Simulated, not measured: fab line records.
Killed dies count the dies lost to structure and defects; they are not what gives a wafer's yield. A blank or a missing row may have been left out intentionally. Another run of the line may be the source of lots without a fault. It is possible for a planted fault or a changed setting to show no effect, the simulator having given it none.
Which tool was responsible? | flow gf180mcu | 6 lots, 18 wafers sampled, at 4 steps of a route of 602

WHAT EACH GAUGE READ, for each wafer
GF_TOP_METAL_OVL_MEAS_15.
lot  | measured     | on         | TOP_METAL_OVL (nm)
L176 | day 29 03:16 | overlay-02 | -0.6 1.7 0.1
L181 | day 29 06:29 | overlay-02 | 1.9 1.0 -1.8
L185 | day 30 12:36 | overlay-01 | -1.0 -0.2 -0.7
L187 | day 30 21:48 | overlay-02 | 3.3 0.7 3.9
L191 | day 32 06:19 | overlay-02 | 163.5 163.7 162.1
L197 | day 33 13:28 | overlay-02 | 0.2 1.3 1.6

WHICH TOOL RAN EACH LOT (tool, then ch and the chambers of the sampled wafers, then the start)
lot  | GF_V4_ETCH_16                      | GF_TOP_METAL_SPUTTER_03      | GF_TOP_METAL_EXPOSE_11
L176 | rie-diel-03 ch 1,2,3, day 25 05:50 | pvd-sputter-02, day 28 05:57 | iline-stepper-02 ch 0, day 28 16:30
L181 | rie-diel-04 ch 1,2, day 25 09:59   | pvd-sputter-02, day 28 08:53 | iline-stepper-02 ch 0, day 28 20:02
L185 | rie-diel-04 ch 2,3, day 26 20:11   | pvd-sputter-02, day 29 18:04 | iline-stepper-02 ch 0, day 30 03:44
L187 | rie-diel-04 ch 0,2, day 27 06:47   | pvd-sputter-04, day 30 03:59 | iline-stepper-01 ch 0, day 30 13:20
L191 | rie-diel-01 ch 0,1,2, day 29 00:47 | pvd-sputter-04, day 31 13:52 | iline-stepper-02 ch 0, day 31 22:05
L197 | rie-diel-04 ch 0,1,3, day 30 13:56 | pvd-sputter-02, day 32 22:49 | iline-stepper-01 ch 0, day 33 06:01
- GF_V4_ETCH_16: etches BARC in N2/H2.
- GF_TOP_METAL_SPUTTER_03: material Ti, target thk 5 nm, time 3.3 s.
- GF_TOP_METAL_EXPOSE_11: exposes mask MetalTop, target cd 440 nm.

THE ANSWER, worked out from the rows above alone
Rule: what is usual is taken from the lots themselves. The widest of any qualifying gaps counts: lots, ordered by their means at a reading, are off when they make up no more than a third of the lots, leave a main group of 4 or more, and stand apart from it by 3 or more times the standard deviation of that group's means. If all means in a main group match to the digits the tables above print for the reading, that group is not used. A lot without any number at a reading at which 4 lots or more have one is off too. Where the step has rows for the other lots, those lots are counted as sound.
Off: L191, at GF_TOP_METAL_OVL_MEAS_15 (TOP_METAL_OVL). Mean 0.8 nm and standard deviation 1.1 in the main group.
If a tool, at a process step before that reading, ran all the lots that are off and no sound lot after the first of them, it fits. Those tools and the gauges at GF_TOP_METAL_OVL_MEAS_15 are tried in the same way. Can't be told from this: 3 tools fit, rie-diel-01 at GF_V4_ETCH_16, pvd-sputter-04 at GF_TOP_METAL_SPUTTER_03, iline-stepper-02 at GF_TOP_METAL_EXPOSE_11.

WHAT THE SIMULATOR HAD INSERTED
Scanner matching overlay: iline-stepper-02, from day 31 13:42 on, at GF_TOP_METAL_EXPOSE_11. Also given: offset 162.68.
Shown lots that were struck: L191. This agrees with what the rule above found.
